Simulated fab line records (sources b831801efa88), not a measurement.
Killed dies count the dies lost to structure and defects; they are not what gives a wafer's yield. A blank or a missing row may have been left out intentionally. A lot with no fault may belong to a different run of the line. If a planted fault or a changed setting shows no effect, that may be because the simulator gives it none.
Which tool did it? || flow gf180mcu || route of 602 steps, sampled at 1 step: 6 lots, 18 wafers

WHAT THE GAUGES READ, wafer by wafer
GF_STI_BOW_MEAS_00.
{"lot": "L947", "measured": "day 2 11:00", "on": "film_metro-02", "INCOMING_BOW (um)": "-5 15 3"}
{"lot": "L949", "measured": "day 2 21:00", "on": "film_metro-04", "INCOMING_BOW (um)": "0 4 17"}
{"lot": "L952", "measured": "day 3 12:00", "on": "film_metro-02", "INCOMING_BOW (um)": "8 -1 -2"}
{"lot": "L954", "measured": "day 3 22:01", "on": "film_metro-02", "INCOMING_BOW (um)": "-1 -6 7"}
{"lot": "L956", "measured": "day 4 08:02", "on": "film_metro-01", "INCOMING_BOW (um)": "4 10 -13"}
{"lot": "L961", "measured": "day 5 09:01", "on": "film_metro-02", "INCOMING_BOW (um)": "-5 9 5"}

WHAT TOOL EACH LOT RAN ON (gives the tool, then ch and the chambers of the sampled wafers, and finally the start)
Before these readings, the record contains no process step.

THE ANSWER, worked out from the rows above alone
Rule: usual is defined by the lots themselves. Put in order of their means at a reading, lots are off if they are a third of the lots or fewer, leave a main group of 4 or more, and stand apart from it by a gap of 3 or more times the standard deviation of the main group's means; of several such gaps the widest counts. If all means in a main group match to the digits the tables above print for the reading, that group is not used. Also off: a lot with no number at a reading for which 4 or more lots have one. Any other lot the step has rows for is counted as sound.
Nothing can be told from this: no lot is off at any reading shown.

WHAT THE SIMULATOR PUT IN
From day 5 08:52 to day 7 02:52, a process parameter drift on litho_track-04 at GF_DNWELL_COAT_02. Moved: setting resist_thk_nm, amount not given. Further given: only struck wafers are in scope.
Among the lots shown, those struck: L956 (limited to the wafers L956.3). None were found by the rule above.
